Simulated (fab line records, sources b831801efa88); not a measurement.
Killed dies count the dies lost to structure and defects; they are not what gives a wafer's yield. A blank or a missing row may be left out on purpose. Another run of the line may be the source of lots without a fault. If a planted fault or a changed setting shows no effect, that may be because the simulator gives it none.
fab line records / flow gf180mcu
[record] lots = 5 wafers = 15 last-day = 33
route steps=602 shown V1@335
lots that met no fault: from a run of the same line without faults
start-h: start of the lot's first displayed wafer, in hours after the record's first day / wait-h: hours since the lot's step before / " repeats the value in the row above / L1.1+2: a row that stands for several wafers / - either no value or no given start / * or withheld: withheld / < > ~ a bound
route shown NAME@n: a module of which the file shows steps, and the number in the route of the first / usual: average and standard deviation across the fault-free wafers / same: alike in all rows / chamber/n: place in a boat / sites: readings site by site / _std_site: the values' standard deviation / _edge_site: outer sites' mean less inner sites' / radius-mm: how far each site lies from the wafer's centre / mask NAME#n: copy n / behind: the last tool/chamber to shape the wafer / hold: what put the lot on hold/how long, in hours/how the hold closed / device: the n, p or np transistor that did not switch / end of line: the tests these same wafers got at the end of their route / step lacking rows: just its recipe / killed: count of dies lost to structure and defects at first sort (not the wafer's yield) / map: a wafer's dies, marking killed ones x, the rest . and places with no die _
set.NAME: setting as actually run; set.NAME@STEP: the setting as run at that earlier step / model.NAME: the simulator's own value behind a step, which no gauge read
a table for each step, a row for each wafer; lots at some steps of the route
services: a tool's chamber out of use, with start hour (start-h, from the record's first day; less than 0 if before it), hours out, and reason
[[steps]]
[step GF_V1_CVD_00]
[recipe] material = SiO2 target-thk-nm = 600 sigma-open-frac = 0.3 temp-c = 400 time-s = 100 sih4-flow-sccm = 60 pressure-mtorr = 6
[step GF_V1_THK_MEAS_01]
[recipe] reads = SiO2_of_V1_CVD_00
[usual] V1_CVD_00_THK = 601/5.8
lot.wafer=L279.3 tool=film-metro-02 chamber=- start-h=419.93 wait-h=0.1 V1_CVD_00_THK[nm]=614
lot.wafer=L279.4 tool=film-metro-02 chamber=- start-h=419.93 wait-h=0.1 V1_CVD_00_THK[nm]=600
lot.wafer=L279.5 tool=film-metro-02 chamber=- start-h=419.93 wait-h=0.1 V1_CVD_00_THK[nm]=605
lot.wafer=L280.4 tool=film-metro-03 chamber=- start-h=420.86 wait-h=0.0 V1_CVD_00_THK[nm]=604
lot.wafer=L280.5 tool=film-metro-03 chamber=- start-h=420.86 wait-h=0.0 V1_CVD_00_THK[nm]=608
lot.wafer=L280.6 tool=film-metro-03 chamber=- start-h=420.86 wait-h=0.0 V1_CVD_00_THK[nm]=597
lot.wafer=L288.1 tool=film-metro-02 chamber=- start-h=489.20 wait-h=0.0 V1_CVD_00_THK[nm]=599
lot.wafer=L288.3 tool=film-metro-02 chamber=- start-h=489.20 wait-h=0.0 V1_CVD_00_THK[nm]=610
lot.wafer=L288.4 tool=film-metro-02 chamber=- start-h=489.20 wait-h=0.0 V1_CVD_00_THK[nm]=599
lot.wafer=L291.1 tool=film-metro-02 chamber=- start-h=515.68 wait-h=0.0 V1_CVD_00_THK[nm]=602
lot.wafer=L291.2 tool=film-metro-02 chamber=- start-h=515.68 wait-h=0.0 V1_CVD_00_THK[nm]=602
lot.wafer=L291.6 tool=film-metro-02 chamber=- start-h=515.68 wait-h=0.0 V1_CVD_00_THK[nm]=602
lot.wafer=L297.1 tool=film-metro-03 chamber=- start-h=551.44 wait-h=0.0 V1_CVD_00_THK[nm]=600
lot.wafer=L297.5 tool=film-metro-03 chamber=- start-h=551.44 wait-h=0.0 V1_CVD_00_THK[nm]=614
lot.wafer=L297.6 tool=film-metro-03 chamber=- start-h=551.44 wait-h=0.0 V1_CVD_00_THK[nm]=602
[step GF_V1_CVD_02]
[recipe] material = SiO2 target-thk-nm = 850 precursor = TEOS temp-c = 400 time-s = 94.851 rf-w = 600
[usual] heater-power-w = 704/140
lot.wafer=L279.3 tool=pecvd-01 chamber=2 start-h=419.97 wait-h=0.0 heater-power-w=898
lot.wafer=L279.4 tool=pecvd-01 chamber=2 start-h=419.97 wait-h=0.0 heater-power-w=929
lot.wafer=L279.5 tool=pecvd-01 chamber=0 start-h=419.97 wait-h=0.0 heater-power-w=644
lot.wafer=L280.4 tool=pecvd-04 chamber=0 start-h=420.93 wait-h=0.1 heater-power-w=641
lot.wafer=L280.5 tool=pecvd-04 chamber=2 start-h=420.93 wait-h=0.1 heater-power-w=699
lot.wafer=L280.6 tool=pecvd-04 chamber=1 start-h=420.93 wait-h=0.1 heater-power-w=611
lot.wafer=L288.1 tool=pecvd-04 chamber=0 start-h=489.26 wait-h=0.1 heater-power-w=645
lot.wafer=L288.3 tool=pecvd-04 chamber=1 start-h=489.26 wait-h=0.1 heater-power-w=782
lot.wafer=L288.4 tool=pecvd-04 chamber=2 start-h=489.26 wait-h=0.1 heater-power-w=554
lot.wafer=L291.1 tool=pecvd-04 chamber=1 start-h=515.74 wait-h=0.1 heater-power-w=778
lot.wafer=L291.2 tool=pecvd-04 chamber=0 start-h=515.74 wait-h=0.1 heater-power-w=571
lot.wafer=L291.6 tool=pecvd-04 chamber=1 start-h=515.74 wait-h=0.1 heater-power-w=609
lot.wafer=L297.1 tool=pecvd-01 chamber=0 start-h=551.50 wait-h=0.1 heater-power-w=641
lot.wafer=L297.5 tool=pecvd-01 chamber=1 start-h=551.50 wait-h=0.1 heater-power-w=660
lot.wafer=L297.6 tool=pecvd-01 chamber=0 start-h=551.50 wait-h=0.1 heater-power-w=690
[step GF_V1_THK_MEAS_03]
[recipe] reads = SiO2_of_V1_CVD_02
[usual] V1_CVD_02_THK = 853/11
lot.wafer=L279.3 tool=film-metro-02 chamber=- start-h=420.14 wait-h=0.1 V1_CVD_02_THK[nm]=855
lot.wafer=L279.4 tool=film-metro-02 chamber=- start-h=420.14 wait-h=0.1 V1_CVD_02_THK[nm]=866
lot.wafer=L279.5 tool=film-metro-02 chamber=- start-h=420.14 wait-h=0.1 V1_CVD_02_THK[nm]=862
lot.wafer=L280.4 tool=film-metro-04 chamber=- start-h=420.99 wait-h=0.0 V1_CVD_02_THK[nm]=873
lot.wafer=L280.5 tool=film-metro-04 chamber=- start-h=420.99 wait-h=0.0 V1_CVD_02_THK[nm]=862
lot.wafer=L280.6 tool=film-metro-04 chamber=- start-h=420.99 wait-h=0.0 V1_CVD_02_THK[nm]=870
lot.wafer=L288.1 tool=film-metro-04 chamber=- start-h=489.32 wait-h=0.0 V1_CVD_02_THK[nm]=847
lot.wafer=L288.3 tool=film-metro-04 chamber=- start-h=489.32 wait-h=0.0 V1_CVD_02_THK[nm]=852
lot.wafer=L288.4 tool=film-metro-04 chamber=- start-h=489.32 wait-h=0.0 V1_CVD_02_THK[nm]=854
lot.wafer=L291.1 tool=film-metro-04 chamber=- start-h=515.80 wait-h=0.0 V1_CVD_02_THK[nm]=851
lot.wafer=L291.2 tool=film-metro-04 chamber=- start-h=515.80 wait-h=0.0 V1_CVD_02_THK[nm]=859
lot.wafer=L291.6 tool=film-metro-04 chamber=- start-h=515.80 wait-h=0.0 V1_CVD_02_THK[nm]=865
lot.wafer=L297.1 tool=film-metro-02 chamber=- start-h=551.57 wait-h=0.0 V1_CVD_02_THK[nm]=862
lot.wafer=L297.5 tool=film-metro-02 chamber=- start-h=551.57 wait-h=0.0 V1_CVD_02_THK[nm]=862
lot.wafer=L297.6 tool=film-metro-02 chamber=- start-h=551.57 wait-h=0.0 V1_CVD_02_THK[nm]=858
[step GF_V1_CMP_04]
[recipe] material = SiO2 down-force-psi = 4 platen-rpm = 60 pad-velocity-m-s = 0.94248
[usual] motor-current-A = 12.5/0.85 slurry-flow-ml-min = 150.0/0.45 time-to-endpoint-s = 84/5.2
lot.wafer=L279.4 tool=cmp-02 chamber=3 start-h=420.18 wait-h=0.0 motor-current-A=12.9 slurry-flow-ml-min=150.0 time-to-endpoint-s=88
lot.wafer=L279.3 tool=cmp-02 chamber=2 start-h=420.18 wait-h=0.0 motor-current-A=13.9 slurry-flow-ml-min=149.3 time-to-endpoint-s=86
lot.wafer=L279.5 tool=cmp-02 chamber=3 start-h=420.18 wait-h=0.0 motor-current-A=13.5 slurry-flow-ml-min=150.4 time-to-endpoint-s=88
lot.wafer=L280.4 tool=cmp-02 chamber=1 start-h=421.12 wait-h=0.1 motor-current-A=13.2 slurry-flow-ml-min=149.8 time-to-endpoint-s=90
lot.wafer=L280.6 tool=cmp-02 chamber=3 start-h=421.12 wait-h=0.1 motor-current-A=13.0 slurry-flow-ml-min=149.2 time-to-endpoint-s=88
lot.wafer=L280.5 tool=cmp-02 chamber=0 start-h=421.12 wait-h=0.1 motor-current-A=11.8 slurry-flow-ml-min=150.0 time-to-endpoint-s=86
lot.wafer=L288.1 tool=cmp-01 chamber=0 start-h=489.38 wait-h=0.1 motor-current-A=11.8 slurry-flow-ml-min=149.8 time-to-endpoint-s=82
lot.wafer=L288.3 tool=cmp-01 chamber=1 start-h=489.38 wait-h=0.1 motor-current-A=12.6 slurry-flow-ml-min=149.5 time-to-endpoint-s=88
lot.wafer=L288.4 tool=cmp-01 chamber=3 start-h=489.38 wait-h=0.1 motor-current-A=11.6 slurry-flow-ml-min=149.7 time-to-endpoint-s=77
lot.wafer=L291.1 tool=cmp-01 chamber=2 start-h=515.96 wait-h=0.1 motor-current-A=11.0 slurry-flow-ml-min=149.9 time-to-endpoint-s=76
lot.wafer=L291.2 tool=cmp-01 chamber=3 start-h=515.96 wait-h=0.1 motor-current-A=11.8 slurry-flow-ml-min=150.0 time-to-endpoint-s=81
lot.wafer=L291.6 tool=cmp-01 chamber=0 start-h=515.96 wait-h=0.1 motor-current-A=12.2 slurry-flow-ml-min=150.2 time-to-endpoint-s=86
lot.wafer=L297.1 tool=cmp-01 chamber=1 start-h=551.73 wait-h=0.1 motor-current-A=13.1 slurry-flow-ml-min=149.9 time-to-endpoint-s=92
lot.wafer=L297.5 tool=cmp-01 chamber=3 start-h=551.73 wait-h=0.1 motor-current-A=12.3 slurry-flow-ml-min=150.6 time-to-endpoint-s=86
lot.wafer=L297.6 tool=cmp-01 chamber=0 start-h=551.73 wait-h=0.1 motor-current-A=12.8 slurry-flow-ml-min=150.1 time-to-endpoint-s=91
[step GF_V1_BOW_MEAS_05]
[recipe] mode = bow
[usual] V1_BOW = 80/7.2
lot.wafer=L279.3 tool=film-metro-03 chamber=- start-h=420.52 wait-h=0.1 V1_BOW[um]=79
lot.wafer=L279.4 tool=film-metro-03 chamber=- start-h=420.52 wait-h=0.1 V1_BOW[um]=92
lot.wafer=L279.5 tool=film-metro-03 chamber=- start-h=420.52 wait-h=0.1 V1_BOW[um]=95
lot.wafer=L280.4 tool=film-metro-03 chamber=- start-h=421.38 wait-h=0.2 V1_BOW[um]=79
lot.wafer=L280.5 tool=film-metro-03 chamber=- start-h=421.38 wait-h=0.2 V1_BOW[um]=79
lot.wafer=L280.6 tool=film-metro-03 chamber=- start-h=421.38 wait-h=0.2 V1_BOW[um]=78
lot.wafer=L288.1 tool=film-metro-04 chamber=- start-h=489.68 wait-h=0.2 V1_BOW[um]=81
lot.wafer=L288.3 tool=film-metro-04 chamber=- start-h=489.68 wait-h=0.2 V1_BOW[um]=82
lot.wafer=L288.4 tool=film-metro-04 chamber=- start-h=489.68 wait-h=0.2 V1_BOW[um]=78
lot.wafer=L291.1 tool=film-metro-02 chamber=- start-h=516.16 wait-h=0.1 V1_BOW[um]=72
lot.wafer=L291.2 tool=film-metro-02 chamber=- start-h=516.16 wait-h=0.1 V1_BOW[um]=77
lot.wafer=L291.6 tool=film-metro-02 chamber=- start-h=516.16 wait-h=0.1 V1_BOW[um]=81
lot.wafer=L297.1 tool=film-metro-03 chamber=- start-h=551.93 wait-h=0.1 V1_BOW[um]=80
lot.wafer=L297.5 tool=film-metro-03 chamber=- start-h=551.93 wait-h=0.1 V1_BOW[um]=92
lot.wafer=L297.6 tool=film-metro-03 chamber=- start-h=551.93 wait-h=0.1 V1_BOW[um]=79
[step GF_V1_DEHYDRATE_06]
[recipe] temp-c = 200 time-s = 60
[step GF_V1_HMDS_07]
[recipe] prime-time-s = 60 prime-temp-c = 120
[step GF_V1_COAT_08]
[recipe] resist = BARC temp-c = withheld time-s = withheld spin-rpm = withheld resist-thk-nm = withheld
[step GF_V1_COAT_09]
[recipe] resist = KrF spin-rpm = withheld resist-thk-nm = 1018
[step GF_V1_SOFTBAKE_10]
[recipe] temp-c = 130 time-s = 60 resist = KrF
[step GF_V1_EXPOSE_11]
[recipe] mask-id = Via1 target-cd-nm = 260 na = 0.68 source-shape = conventional sigma-outer = 0.6 dose-mj = 38
[step GF_V1_PEB_12]
[recipe] peb-temp-c = 135 peb-time-s = 90 resist = KrF
lot.wafer=L279.3+4+5 tool=litho-track-02 chamber=0 start-h=444.25 wait-h=-
lot.wafer=L280.4+5+6 tool=litho-track-01 chamber=0 start-h=445.01 wait-h=-
lot.wafer=L288.1+3+4 tool=litho-track-01 chamber=0 start-h=512.66 wait-h=-
lot.wafer=L291.1+2+6 tool=litho-track-04 chamber=0 start-h=538.68 wait-h=-
lot.wafer=L297.1+5+6 tool=litho-track-02 chamber=0 start-h=572.63 wait-h=-
[step GF_V1_DEVELOP_13]
[recipe] develop-time-s = 60 resist = KrF dev-temp-c = 21
[step GF_V1_CD_MEAS_14]
[recipe] target-cd-nm = 260
[usual] cd-nm = 259.9/1.3
lot.wafer=L279.3 tool=cd-sem-01 chamber=- start-h=444.58 wait-h=0.1 cd-nm=262.7
lot.wafer=L279.4 tool=cd-sem-01 chamber=- start-h=444.58 wait-h=0.1 cd-nm=261.9
lot.wafer=L279.5 tool=cd-sem-01 chamber=- start-h=444.58 wait-h=0.1 cd-nm=262.1
lot.wafer=L280.4 tool=cd-sem-01 chamber=- start-h=445.32 wait-h=0.1 cd-nm=261.1
lot.wafer=L280.5 tool=cd-sem-01 chamber=- start-h=445.32 wait-h=0.1 cd-nm=260.1
lot.wafer=L280.6 tool=cd-sem-01 chamber=- start-h=445.32 wait-h=0.1 cd-nm=261.6
lot.wafer=L288.1 tool=cd-sem-01 chamber=- start-h=513.01 wait-h=0.1 cd-nm=260.8
lot.wafer=L288.3 tool=cd-sem-01 chamber=- start-h=513.01 wait-h=0.1 cd-nm=261.2
lot.wafer=L288.4 tool=cd-sem-01 chamber=- start-h=513.01 wait-h=0.1 cd-nm=261.3
lot.wafer=L291.1 tool=cd-sem-02 chamber=- start-h=539.03 wait-h=0.1 cd-nm=260.4
lot.wafer=L291.2 tool=cd-sem-02 chamber=- start-h=539.03 wait-h=0.1 cd-nm=259.9
lot.wafer=L291.6 tool=cd-sem-02 chamber=- start-h=539.03 wait-h=0.1 cd-nm=260.3
lot.wafer=L297.1 tool=cd-sem-02 chamber=- start-h=572.98 wait-h=0.1 cd-nm=260.3
lot.wafer=L297.5 tool=cd-sem-02 chamber=- start-h=572.98 wait-h=0.1 cd-nm=258.6
lot.wafer=L297.6 tool=cd-sem-02 chamber=- start-h=572.98 wait-h=0.1 cd-nm=259.2
[step GF_V1_OVL_MEAS_15]
[usual] V1_OVL = 2/4.4
lot.wafer=L279.3 tool=overlay-01 chamber=- start-h=444.67 wait-h=0.1 V1_OVL[nm]=4
lot.wafer=L279.4 tool=overlay-01 chamber=- start-h=444.67 wait-h=0.1 V1_OVL[nm]=5
lot.wafer=L279.5 tool=overlay-01 chamber=- start-h=444.67 wait-h=0.1 V1_OVL[nm]=3
lot.wafer=L280.4 tool=overlay-01 chamber=- start-h=445.40 wait-h=0.1 V1_OVL[nm]=4
lot.wafer=L280.5 tool=overlay-01 chamber=- start-h=445.40 wait-h=0.1 V1_OVL[nm]=-2
lot.wafer=L280.6 tool=overlay-01 chamber=- start-h=445.40 wait-h=0.1 V1_OVL[nm]=-1
lot.wafer=L288.1 tool=overlay-01 chamber=- start-h=513.13 wait-h=0.1 V1_OVL[nm]=2
lot.wafer=L288.3 tool=overlay-01 chamber=- start-h=513.13 wait-h=0.1 V1_OVL[nm]=-4
lot.wafer=L288.4 tool=overlay-01 chamber=- start-h=513.13 wait-h=0.1 V1_OVL[nm]=5
lot.wafer=L291.1 tool=overlay-01 chamber=- start-h=539.15 wait-h=0.1 V1_OVL[nm]=2
lot.wafer=L291.2 tool=overlay-01 chamber=- start-h=539.15 wait-h=0.1 V1_OVL[nm]=8
lot.wafer=L291.6 tool=overlay-01 chamber=- start-h=539.15 wait-h=0.1 V1_OVL[nm]=3
lot.wafer=L297.1 tool=overlay-02 chamber=- start-h=573.10 wait-h=0.1 V1_OVL[nm]=4
lot.wafer=L297.5 tool=overlay-02 chamber=- start-h=573.10 wait-h=0.1 V1_OVL[nm]=6
lot.wafer=L297.6 tool=overlay-02 chamber=- start-h=573.10 wait-h=0.1 V1_OVL[nm]=1
[step GF_V1_ETCH_16]
[recipe] chemistry = N2/H2 target-depth-a = withheld overetch-a = withheld time-s = withheld target = BARC ion-energy-ev = 200 source-w = 500 bias-w = 100 pressure-mtorr = 30 n2-flow-sccm = 100 h2-flow-sccm = 200
[usual] drypump-motor-current-A = 5.5/0.44 oes-product-au = 0.855/0.0044 throttle-valve-pct = 13.224/0.0087
lot.wafer=L279.3 tool=rie-diel-04 chamber=3 start-h=444.69 wait-h=0.0 drypump-motor-current-A=6.4 oes-product-au=0.858 throttle-valve-pct=13.214 model.V1.cd-nm=262.1
lot.wafer=L279.4 tool=rie-diel-04 chamber=0 start-h=444.69 wait-h=0.0 drypump-motor-current-A=6.1 oes-product-au=0.860 throttle-valve-pct=13.225 model.V1.cd-nm=262.1
lot.wafer=L279.5 tool=rie-diel-04 chamber=1 start-h=444.69 wait-h=0.0 drypump-motor-current-A=6.0 oes-product-au=0.850 throttle-valve-pct=13.221 model.V1.cd-nm=261.3
lot.wafer=L280.4 tool=rie-diel-02 chamber=1 start-h=445.42 wait-h=0.0 drypump-motor-current-A=5.0 oes-product-au=0.859 throttle-valve-pct=13.210 model.V1.cd-nm=260.5
lot.wafer=L280.5 tool=rie-diel-02 chamber=2 start-h=445.42 wait-h=0.0 drypump-motor-current-A=5.8 oes-product-au=0.850 throttle-valve-pct=13.221 model.V1.cd-nm=260.6
lot.wafer=L280.6 tool=rie-diel-02 chamber=3 start-h=445.42 wait-h=0.0 drypump-motor-current-A=5.2 oes-product-au=0.849 throttle-valve-pct=13.220 model.V1.cd-nm=261.6
lot.wafer=L288.1 tool=rie-diel-01 chamber=0 start-h=513.17 wait-h=0.0 drypump-motor-current-A=6.0 oes-product-au=0.852 throttle-valve-pct=13.230 model.V1.cd-nm=261.4
lot.wafer=L288.3 tool=rie-diel-01 chamber=1 start-h=513.17 wait-h=0.0 drypump-motor-current-A=5.6 oes-product-au=0.854 throttle-valve-pct=13.221 model.V1.cd-nm=262.1
lot.wafer=L288.4 tool=rie-diel-01 chamber=3 start-h=513.17 wait-h=0.0 drypump-motor-current-A=6.0 oes-product-au=0.854 throttle-valve-pct=13.234 model.V1.cd-nm=260.6
lot.wafer=L291.1 tool=rie-diel-02 chamber=2 start-h=539.18 wait-h=0.0 drypump-motor-current-A=5.8 oes-product-au=0.860 throttle-valve-pct=13.226 model.V1.cd-nm=260.5
lot.wafer=L291.2 tool=rie-diel-02 chamber=0 start-h=539.18 wait-h=0.0 drypump-motor-current-A=4.8 oes-product-au=0.853 throttle-valve-pct=13.219 model.V1.cd-nm=259.7
lot.wafer=L291.6 tool=rie-diel-02 chamber=3 start-h=539.18 wait-h=0.0 drypump-motor-current-A=5.2 oes-product-au=0.861 throttle-valve-pct=13.227 model.V1.cd-nm=260.3
lot.wafer=L297.1 tool=rie-diel-01 chamber=0 start-h=573.14 wait-h=0.0 drypump-motor-current-A=6.0 oes-product-au=0.854 throttle-valve-pct=13.222 model.V1.cd-nm=261.8
lot.wafer=L297.5 tool=rie-diel-01 chamber=3 start-h=573.14 wait-h=0.0 drypump-motor-current-A=6.0 oes-product-au=0.857 throttle-valve-pct=13.234 model.V1.cd-nm=257.3
lot.wafer=L297.6 tool=rie-diel-01 chamber=0 start-h=573.14 wait-h=0.0 drypump-motor-current-A=6.0 oes-product-au=0.853 throttle-valve-pct=13.212 model.V1.cd-nm=260.7
[step GF_V1_ETCH_17]
[recipe] chemistry = C4F8/O2/Ar mask-material = KrF target = SiO2 stop-on = TiN source-w = 1500 bias-w = 1200 pressure-mtorr = 40 c4f8-flow-sccm = withheld O2_flow_sccm = 6 Ar_flow_sccm = 300 time-s = withheld target-depth-a = 6300
[usual] oes-product-au = 0.857/0.0044
lot.wafer=L279.3 tool=rie-diel-04 chamber=3 start-h=- wait-h=- oes-product-au=0.852 model.V1.cd-nm=261.6
lot.wafer=L279.4 tool=rie-diel-04 chamber=0 start-h=- wait-h=- oes-product-au=0.855 model.V1.cd-nm=262.2
lot.wafer=L279.5 tool=rie-diel-04 chamber=1 start-h=- wait-h=- oes-product-au=0.860 model.V1.cd-nm=261.5
lot.wafer=L280.4 tool=rie-diel-02 chamber=1 start-h=- wait-h=- oes-product-au=0.849 model.V1.cd-nm=259.8
lot.wafer=L280.5 tool=rie-diel-02 chamber=2 start-h=- wait-h=- oes-product-au=0.866 model.V1.cd-nm=259.8
lot.wafer=L280.6 tool=rie-diel-02 chamber=3 start-h=- wait-h=- oes-product-au=0.858 model.V1.cd-nm=262.4
lot.wafer=L288.1 tool=rie-diel-01 chamber=0 start-h=- wait-h=- oes-product-au=0.860 model.V1.cd-nm=261.3
lot.wafer=L288.3 tool=rie-diel-01 chamber=1 start-h=- wait-h=- oes-product-au=0.856 model.V1.cd-nm=261.8
lot.wafer=L288.4 tool=rie-diel-01 chamber=3 start-h=- wait-h=- oes-product-au=0.854 model.V1.cd-nm=260
lot.wafer=L291.1 tool=rie-diel-02 chamber=2 start-h=- wait-h=- oes-product-au=0.855 model.V1.cd-nm=260.4
lot.wafer=L291.2 tool=rie-diel-02 chamber=0 start-h=- wait-h=- oes-product-au=0.860 model.V1.cd-nm=260
lot.wafer=L291.6 tool=rie-diel-02 chamber=3 start-h=- wait-h=- oes-product-au=0.852 model.V1.cd-nm=260.5
lot.wafer=L297.1 tool=rie-diel-01 chamber=0 start-h=- wait-h=- oes-product-au=0.857 model.V1.cd-nm=260.9
lot.wafer=L297.5 tool=rie-diel-01 chamber=3 start-h=- wait-h=- oes-product-au=0.858 model.V1.cd-nm=256.4
lot.wafer=L297.6 tool=rie-diel-01 chamber=0 start-h=- wait-h=- oes-product-au=0.856 model.V1.cd-nm=260.1
[step GF_V1_STRIP_18]
[recipe] chemistry = O2/N2 power-w = 1400 pressure-mtorr = 1500 platen-temp-c = 250 o2-flow-sccm = 3000 n2-flow-sccm = 300 overash-fraction = 0.5
[usual] drypump-motor-current-A = 6.0/0.45 heater-power-w = 322/29 oes-product-au = 0.600/0.0051
lot.wafer=L279.3 tool=plasma-asher-02 chamber=1 start-h=444.85 wait-h=- drypump-motor-current-A=6.3 heater-power-w=307 oes-product-au=0.595 rf-hours-counter-h=-
lot.wafer=L279.4 tool=plasma-asher-02 chamber=0 start-h=444.85 wait-h=- drypump-motor-current-A=6.3 heater-power-w=283 oes-product-au=0.606 rf-hours-counter-h=-
lot.wafer=L279.5 tool=plasma-asher-02 chamber=0 start-h=444.85 wait-h=- drypump-motor-current-A=6.3 heater-power-w=285 oes-product-au=0.607 rf-hours-counter-h=-
lot.wafer=L280.4 tool=plasma-asher-02 chamber=1 start-h=445.58 wait-h=- drypump-motor-current-A=6.2 heater-power-w=303 oes-product-au=0.597 rf-hours-counter-h=-
lot.wafer=L280.5 tool=plasma-asher-02 chamber=0 start-h=445.58 wait-h=- drypump-motor-current-A=6.2 heater-power-w=285 oes-product-au=0.595 rf-hours-counter-h=-
lot.wafer=L280.6 tool=plasma-asher-02 chamber=1 start-h=445.58 wait-h=- drypump-motor-current-A=6.3 heater-power-w=308 oes-product-au=0.600 rf-hours-counter-h=-
lot.wafer=L288.1 tool=plasma-asher-03 chamber=1 start-h=513.30 wait-h=- drypump-motor-current-A=6.6 heater-power-w=306 oes-product-au=0.605 rf-hours-counter-h=41
lot.wafer=L288.3 tool=plasma-asher-03 chamber=1 start-h=513.30 wait-h=- drypump-motor-current-A=6.6 heater-power-w=304 oes-product-au=0.597 rf-hours-counter-h=-
lot.wafer=L288.4 tool=plasma-asher-03 chamber=0 start-h=513.30 wait-h=- drypump-motor-current-A=6.1 heater-power-w=354 oes-product-au=0.600 rf-hours-counter-h=-
lot.wafer=L291.1 tool=plasma-asher-03 chamber=1 start-h=539.31 wait-h=- drypump-motor-current-A=6.6 heater-power-w=305 oes-product-au=0.592 rf-hours-counter-h=44
lot.wafer=L291.2 tool=plasma-asher-03 chamber=0 start-h=539.31 wait-h=- drypump-motor-current-A=6.1 heater-power-w=360 oes-product-au=0.607 rf-hours-counter-h=44
lot.wafer=L291.6 tool=plasma-asher-03 chamber=1 start-h=539.31 wait-h=- drypump-motor-current-A=6.6 heater-power-w=308 oes-product-au=0.606 rf-hours-counter-h=-
lot.wafer=L297.1 tool=plasma-asher-03 chamber=0 start-h=573.27 wait-h=- drypump-motor-current-A=6.1 heater-power-w=355 oes-product-au=0.590 rf-hours-counter-h=47
lot.wafer=L297.5 tool=plasma-asher-03 chamber=0 start-h=573.27 wait-h=- drypump-motor-current-A=6.1 heater-power-w=360 oes-product-au=0.595 rf-hours-counter-h=-
lot.wafer=L297.6 tool=plasma-asher-03 chamber=1 start-h=573.27 wait-h=- drypump-motor-current-A=6.6 heater-power-w=298 oes-product-au=0.607 rf-hours-counter-h=-
[[services]]
tool=rie-diel-01 chamber=1 start-h=397.33 hours=5.3 kind=repair
tool=cmp-01 chamber=- start-h=404.00 hours=4.0 kind=pm
tool=cmp-01 chamber=- start-h=408.00 hours=- kind=consumable-replace:conditioner
tool=cmp-01 chamber=- start-h=408.00 hours=- kind=consumable-replace:pad
tool=rie-diel-04 chamber=1 start-h=411.11 hours=1.2 kind=repair
tool=cmp-01 chamber=- start-h=424.46 hours=5.7 kind=pm
tool=rie-diel-01 chamber=- start-h=431.01 hours=2.8 kind=pm
tool=pecvd-01 chamber=- start-h=434.38 hours=19.4 kind=repair
tool=rie-diel-01 chamber=0 start-h=437.97 hours=9.4 kind=repair
tool=pecvd-01 chamber=- start-h=465.17 hours=0.8 kind=pm
tool=plasma-asher-02 chamber=- start-h=472.66 hours=1.2 kind=repair
tool=rie-diel-04 chamber=0 start-h=484.59 hours=1.9 kind=repair
tool=rie-diel-04 chamber=3 start-h=491.66 hours=12.7 kind=repair
tool=plasma-asher-02 chamber=- start-h=492.10 hours=3.1 kind=pm
tool=cmp-02 chamber=- start-h=498.83 hours=1.2 kind=repair
tool=cmp-02 chamber=- start-h=500.10 hours=0.4 kind=repair
tool=rie-diel-02 chamber=1 start-h=509.16 hours=6.1 kind=repair
tool=rie-diel-01 chamber=2 start-h=522.78 hours=9.4 kind=repair
tool=rie-diel-02 chamber=- start-h=526.40 hours=0.7 kind=repair
tool=rie-diel-02 chamber=1 start-h=528.17 hours=13.7 kind=repair
tool=cmp-02 chamber=- start-h=545.42 hours=0.8 kind=repair
tool=pecvd-04 chamber=- start-h=554.65 hours=1.0 kind=repair
[[key]]
first-sign none at tools or gauges
[model-effect] step = GF_V1_ETCH_16 value = V1.cd-nm without = 258.3 struck = 261.4
[model-effect] step = GF_V1_ETCH_17 value = V1.cd-nm without = 257.9 struck = 261
met-at GF_V1_PEB_12
struck-wafers L288.1,L288.3,L288.4
onset-between 445.01 512.66
[fault] kind = process-parameter-drift tool = litho-track-01 chamber = - onset-h = 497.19 steps = GF_V1_PEB_12 channel = peb-time-s offset = * shape = step end-h = 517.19 acts-in = * stated = *
